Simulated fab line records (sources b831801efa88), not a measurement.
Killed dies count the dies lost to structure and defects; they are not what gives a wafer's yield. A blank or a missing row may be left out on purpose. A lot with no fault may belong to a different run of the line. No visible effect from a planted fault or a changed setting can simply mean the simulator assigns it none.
fab line records ; flow sky130
[record] lots = 9; wafers = 27; lastDay = 50
route steps=708 shown SPACER@305
lots with no fault: from the same line, run without faults
startH: hours from the record's first day to the start of the lot's first wafer shown ; waitH: how many hours have passed since the lot's step before this one ; " identical to the entry in the row above ; L1.1+2: several wafers, shown together as one row ; - either no value or no given start ; * or withheld: withheld ; < > ~ a bound
route shown NAME@n: names a module that has steps shown in the file, with the first one's number in the route ; usual: mean/standard deviation of fault-free wafers ; same: alike in all rows ; chamber/n: place in a boat ; sites: per-site readings ; _std_site: the standard deviation of these ; _edge_site: the outer-site mean with the inner-site mean subtracted ; radiusMm: for every site, how far away it sits from the centre of the wafer ; mask NAME#n: copy n ; behind: the last tool/chamber to shape the wafer ; hold: what put the lot on hold/how long, in hours/how the hold closed ; device: transistor that didn't switch, given as n, p or np ; end of line: tests of these same wafers at the route's end ; a step with no rows: only its recipe ; killed: not the wafer's yield, but the dies lost to structure and defects at the first sort ; map: a wafer's dies, x killed, . not, _ none there
set.NAME: the run value of the setting; set.NAME@STEP: its run value at that earlier step ; model.NAME: the simulator's own value behind a step, which no gauge read
route steps across a sampled set of lots; one table per step, one row per wafer
[[steps]]
[step SKY_SPACER_THK_MEAS_01]
[recipe] reads = Si3N4_of_SPACER_CVD_00
[usual] SPACER_CVD_00_THK = 43.1/0.35
lot.wafer;tool;chamber;startH;waitH;SPACER_CVD_00_THK[nm]
L544.3;filmMetro-03;-;530.17;0.0;43.2
L544.5;filmMetro-03;-;530.17;0.0;43.0
L544.6;filmMetro-03;-;530.17;0.0;43.1
L545.1;filmMetro-04;-;548.65;0.0;43.4
L545.2;filmMetro-04;-;548.65;0.0;43.0
L545.4;filmMetro-04;-;548.65;0.0;42.9
L547.3;filmMetro-04;-;565.52;0.0;43.1
L547.4;filmMetro-04;-;565.52;0.0;42.7
L547.5;filmMetro-04;-;565.52;0.0;42.9
L546.1;filmMetro-03;-;567.31;0.0;43.1
L546.2;filmMetro-03;-;567.31;0.0;42.8
L546.5;filmMetro-03;-;567.31;0.0;42.8
L548.2;filmMetro-01;-;575.45;0.0;43.0
L548.3;filmMetro-01;-;575.45;0.0;42.9
L548.5;filmMetro-01;-;575.45;0.0;42.8
L558.1;filmMetro-03;-;660.95;0.0;44.5
L558.3;filmMetro-03;-;660.95;0.0;44.5
L558.4;filmMetro-03;-;660.95;0.0;44.7
L560.1;filmMetro-03;-;666.10;0.0;43.8
L560.3;filmMetro-03;-;666.10;0.0;44.1
L560.5;filmMetro-03;-;666.10;0.0;44.4
L561.3;filmMetro-01;-;672.08;0.0;42.6
L561.4;filmMetro-01;-;672.08;0.0;42.7
L561.5;filmMetro-01;-;672.08;0.0;42.6
L567.4;filmMetro-04;-;721.57;0.0;43.4
L567.5;filmMetro-04;-;721.57;0.0;43.3
L567.6;filmMetro-04;-;721.57;0.0;43.4
[[key]]
[firstSign] step = SKY_SPACER_THK_MEAS_01; reading = SPACER_CVD_00_THK; direction = up; sigmas = 3.4; usual = 43.1; struck = 44.3
effect none on later readings
metAt SKY_SPACER_THK_MEAS_01
struckLots L558,L560
testerLeftOut L558,L560
onsetBetween 567.31 660.95
[fault] kind = metrologyMatchingOffset; tool = filmMetro-03; chamber = -; onsetH = 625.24; steps = SKY_SPACER_THK_MEAS_01; param = thkNm; offset = 1.072
// testerLeftOut: of these lots the tester's yield and bins aren't shown, on N5 and GAA mostly nor the transistor test; their killed dies are dies lost to structure and defects alone, not to doping, threshold or leakage, so they don't give the yield
